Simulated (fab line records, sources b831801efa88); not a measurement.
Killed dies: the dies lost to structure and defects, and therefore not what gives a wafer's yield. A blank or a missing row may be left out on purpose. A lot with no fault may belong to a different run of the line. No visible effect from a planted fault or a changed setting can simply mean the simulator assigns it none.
The tool behind it: which one?    flow sky130    12 lots, 36 wafers sampled, at 6 steps of a route of 708

== WHAT THE GAUGES SHOWED, per wafer ==
SKY_SONOS_TUNNEL_CD_MEAS_07 targets a cd of 410 nm. Usual: cd_nm at 411.1 nm, with a standard deviation of 2.
lot   measured      on         cd_nm (nm)         flag
L358  day 11 12:39  cd_sem-01  412.5 410.1 410.9  
L359  day 11 16:50  cd_sem-02  410.8 410.2 409.9  
L360  day 11 22:06  cd_sem-01  412.0 414.1 413.2  
L362  day 12 18:16  cd_sem-01  412.3 414.9 411.4  
L363  day 13 00:16  cd_sem-02  - - -              OFF
L364  day 13 08:32  cd_sem-01  413.2 413.4 412.9  
L375  day 17 02:04  cd_sem-01  411.5 413.8 414.0  
L376  day 17 09:37  cd_sem-01  414.4 412.4 412.3  
L377  day 17 14:43  cd_sem-02  411.4 412.1 413.7  
L378  day 17 20:34  cd_sem-02  412.6 411.8 411.5  
L379  day 18 05:41  cd_sem-01  410.6 412.4 411.4  
L380  day 19 15:24  cd_sem-02  408.6 408.0 408.7  

SKY_SONOS_TUNNEL_TW_MEAS_12. Usual: SONOS_TUNNEL_TW 197.1, standard deviation 1.3.
lot   measured      on             SONOS_TUNNEL_TW                flag
L358  day 11 13:13  film_metro-04  197.2 196.4 196.8              
L359  day 11 17:25  film_metro-03  195.5 195.5 196.1              
L360  day 11 22:40  film_metro-02  198.2 198.5 198.4              
L362  day 12 18:50  film_metro-03  197.7 195.6 196.5              
L363  day 13 00:52  film_metro-04  29.9 29.7 29.9 29.9 29.8 29.9  OFF
L364  day 13 09:05  film_metro-03  195.8 194.6 196.6              
L375  day 17 02:40  film_metro-04  197.4 197.0 196.6              
L376  day 17 10:11  film_metro-03  196.6 197.5 198.3              
L377  day 17 15:18  film_metro-03  196.6 196.2 197.1              
L378  day 17 21:08  film_metro-03  197.9 197.7 195.6              
L379  day 18 06:15  film_metro-03  194.6 194.9 196.5              
L380  day 19 16:00  film_metro-02  196.6 196.9 197.4              

SKY_GATE_OXIDE_OVL_MEAS_10. Usual: GATE_OXIDE_OVL 0.9 nm, standard deviation 1.3.
lot   measured      on          GATE_OXIDE_OVL (nm)  flag
L358  day 14 05:22  overlay-01  -1.3 -0.3 -1.5       
L359  day 14 06:34  overlay-02  1.2 1.0 1.9          
L360  day 14 16:02  overlay-02  0.9 2.0 1.8          
L362  day 15 05:46  overlay-01  0.2 0.4 -0.5         
L364  day 15 22:28  overlay-01  2.3 3.1 3.2          
L375  day 19 23:31  overlay-01  1.2 0.2 2.6          
L376  day 20 11:55  overlay-02  0.8 0.1 0.3          
L377  day 20 12:13  overlay-02  1.4 0.5 1.5          
L378  day 20 21:09  overlay-02  0.7 -0.6 -0.3        
L379  day 21 12:50  overlay-02  -1.6 1.2 0.1         
L380  day 22 10:13  overlay-01  -0.6 0.6 -0.3        

SKY_LDD_LDN_TW_MEAS_13. Usual: LDD_LDN_TW 1472, standard deviation 8.6.
lot   measured      on             LDD_LDN_TW      flag
L358  day 23 08:49  film_metro-04  1481 1483 1475  
L359  day 23 09:11  film_metro-04  1470 1466 1478  
L360  day 23 23:07  film_metro-01  1464 1464 1465  
L362  day 24 08:55  film_metro-04  1465 1464 1473  
L364  day 25 04:22  film_metro-01  1470 1464 1472  
L375  day 29 00:35  film_metro-03  1479 1472 1476  
L376  day 29 11:02  film_metro-03  1482 1482 1481  
L377  day 29 13:31  film_metro-01  1454 1457 1464  
L378  day 29 22:49  film_metro-03  1479 1483 1480  
L379  day 30 09:25  film_metro-01  1462 1468 1460  
L380  day 31 03:08  film_metro-04  1473 1462 1462  

SKY_POLY_CUT_CD_MEAS_08 targets a cd of 270 nm. Usual: cd_nm at 270.1 nm, with a standard deviation of 1.6.
lot   measured      on         cd_nm (nm)         flag
L358  day 24 15:34  cd_sem-02  269.4 269.9 272.0  
L359  day 24 17:18  cd_sem-01  268.8 269.4 269.1  
L360  day 25 07:14  cd_sem-01  268.4 268.3 268.4  
L362  day 25 14:40  cd_sem-01  271.7 270.9 272.1  
L364  day 26 23:56  cd_sem-02  268.4 268.2 268.2  
L375  day 30 07:12  cd_sem-01  268.7 268.0 268.2  
L376  day 30 16:48  cd_sem-02  270.3 270.6 270.3  
L377  day 30 18:55  cd_sem-02  271.5 271.5 270.8  
L378  day 31 05:18  cd_sem-02  271.1 271.4 271.5  
L379  day 31 15:17  cd_sem-01  269.8 269.0 271.3  
L380  day 32 07:55  cd_sem-01  269.3 270.5 270.4  

== EACH LOT AND THE TOOL THAT RAN IT (in order: tool; ch and the chambers of the sampled wafers; start) ==
lot   SKY_SONOS_TUNNEL_EXPOSE_04
L358  iline_stepper-01 ch 0, day 11 02:17
L359  iline_stepper-01 ch 0, day 11 06:04
L360  iline_stepper-01 ch 0, day 11 11:15
L362  iline_stepper-01 ch 0, day 12 06:58
L363  iline_stepper-01 ch 0, day 12 12:10
L364  iline_stepper-01 ch 0, day 12 20:17
L375  iline_stepper-02 ch 0, day 16 12:08
L376  iline_stepper-01 ch 0, day 16 19:57
L377  iline_stepper-01 ch 0, day 17 01:01
L378  iline_stepper-02 ch 0, day 17 06:00
L379  iline_stepper-01 ch 0, day 17 15:07
L380  iline_stepper-01 ch 0, day 19 00:49
- SKY_SONOS_TUNNEL_EXPOSE_04: exposes mask TUNM, target cd 410 nm.

== WHAT THE TOOLS THEMSELVES READ (means of the sampled wafers that have a number; where no wafer has one, the mark that the record gives instead) ==
SKY_SONOS_TUNNEL_EXPOSE_04. Usual: stage_vel_mm_s 499.96 mm/s, standard deviation 0.25.
lot   tool              stage_vel_mm_s (mm/s)  flag
L358  iline_stepper-01  500.09                 
L359  iline_stepper-01  499.70                 
L360  iline_stepper-01  500.13                 
L362  iline_stepper-01  500.32                 
L363  iline_stepper-01  499.70                 
L364  iline_stepper-01  499.88                 
L375  iline_stepper-02  499.70                 
L376  iline_stepper-01  499.99                 
L377  iline_stepper-01  499.89                 
L378  iline_stepper-02  499.99                 
L379  iline_stepper-01  500.04                 
L380  iline_stepper-01  500.20                 

== THE ANSWER, worked out from the rows above alone ==
Rule: a lot is off if the mean of its wafers that have a number lies more than 3 standard deviations from the usual mean. A lot without any number at a reading at which 4 lots or more have one is off too. All remaining lots with rows at the step are treated as sound. After the gauges, taken in route order, come the tools' own readings; for these a lot's mean is taken, as printed above. At the first step where some lot is off, the reading lying furthest off is the one used; lots without a number count as furthest.
Off: L363, at SKY_SONOS_TUNNEL_CD_MEAS_07 (cd_nm). Without a number there: L363.
If a tool, at a process step before that reading, ran all the lots that are off and no sound lot after the first of them, it fits. Not tried: the gauges at SKY_SONOS_TUNNEL_CD_MEAS_07; whatever is off there is also off at SKY_SONOS_TUNNEL_TW_MEAS_12, on other tools, and gauge error can't account for it. None of those tried fits.

== WHAT THE SIMULATOR PUT IN ==
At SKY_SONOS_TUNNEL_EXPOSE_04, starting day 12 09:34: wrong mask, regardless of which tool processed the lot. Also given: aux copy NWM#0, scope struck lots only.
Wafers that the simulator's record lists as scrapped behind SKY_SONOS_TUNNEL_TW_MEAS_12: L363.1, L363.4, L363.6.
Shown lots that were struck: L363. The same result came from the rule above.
